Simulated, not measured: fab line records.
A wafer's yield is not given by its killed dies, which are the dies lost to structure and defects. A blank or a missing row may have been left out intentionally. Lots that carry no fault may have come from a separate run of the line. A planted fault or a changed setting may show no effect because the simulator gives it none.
2 desks, one fault + flow gf180mcu + only its own numbers are on each desk; what lay behind them is given at the end

DESK OF THE TOOL OWNER: litho_track-03
The tool's own readings at GF_M4_SOFTBAKE_10 (time 60 s): means of the sampled wafers that have a number, for each lot that ran on this tool. Any lot whose mean is over 4 standard deviations away from the usual mean is out of limits and marked OUT; that distance is given in the brackets.
Columns: A = heater_power_total_W at GF_M4_SOFTBAKE_10, usual 93.05 W; B = plate_temp_C at GF_M4_SOFTBAKE_10, usual 130.00 C; C = resist_line_temp_C at GF_M4_SOFTBAKE_10, usual 23.00 C
| lot  | first seen here | A                       | B                | C     |
|------|-----------------|-------------------------|------------------|-------|
| L288 | day 23 03:40    | 92.97                   | 130.00           | 22.97 |
| L289 | day 23 12:55    | 93.10                   | 129.95           | 22.92 |
| L292 | day 24 23:56    | 93.09                   | 130.27           | 23.07 |
| L293 | day 25 10:37    | 92.98                   | 130.19           | 23.01 |
| L304 | day 28 11:56    | 86.72 (-99 or more) OUT | 123.46 (-44) OUT | 22.91 |
| L305 | day 28 18:31    | 86.76 (-99 or more) OUT | 123.08 (-46) OUT | 22.96 |
This desk's finding: out of limits on L304, L305; first on L304, day 28 11:56 (heater_power_total_W at GF_M4_SOFTBAKE_10). Within limits: L288, L289, L292, L293.

AT THE METROLOGY DESK
What the gauges read for every lot (on any tool): the sampled wafers with a number, averaged. Any lot whose mean is over 4 standard deviations away from the usual mean is out of limits and marked OUT; that distance is given in the brackets.
Columns: A = V3_CVD_00_THK at GF_V3_THK_MEAS_01, usual 603 nm; B = cd_nm at GF_M4_CD_MEAS_14, usual 280.1 nm
| lot  | first seen here | A   | B               |
|------|-----------------|-----|-----------------|
| L288 | day 21 14:37    | 607 | 280.5           |
| L289 | day 21 22:50    | 597 | 280.0           |
| L290 | day 22 15:13    | 600 | 279.0           |
| L292 | day 23 12:30    | 603 | 280.9           |
| L293 | day 23 22:53    | 607 | 280.9           |
| L294 | day 24 05:26    | 607 | 280.9           |
| L299 | day 25 16:42    | 601 | 281.0           |
| L304 | day 27 03:20    | 608 | 295.6 (+15) OUT |
| L305 | day 27 11:07    | 606 | 295.6 (+16) OUT |
| L307 | day 28 01:32    | 599 | 278.6           |
| L309 | day 28 19:26    | 589 | 279.0           |
| L310 | day 28 22:50    | 595 | 278.3           |
This desk's finding: out of limits on L304, L305; first on L304, day 28 21:25 (cd_nm at GF_M4_CD_MEAS_14). Within limits: L288, L289, L290, L292, L293, L294, L299, L307, L309, L310.

BROUGHT TOGETHER
The tool owner's desk had the chance to raise an alarm at day 28 11:56 on L304, L305.
An alarm was possible from the metrology desk at day 28 21:25, on L304, L305.
GF_M4_SOFTBAKE_10 was run on litho_track-03 by each of the lots named.

WHAT THE SIMULATOR HAD INSERTED
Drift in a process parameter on litho_track-03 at GF_M4_SOFTBAKE_10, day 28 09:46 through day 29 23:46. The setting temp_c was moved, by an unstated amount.
Struck lots among those shown: L304, L305.
Hours from the fault's start to each desk's first reading out of limits: the tool owner's desk, 2; the metrology desk, 12.
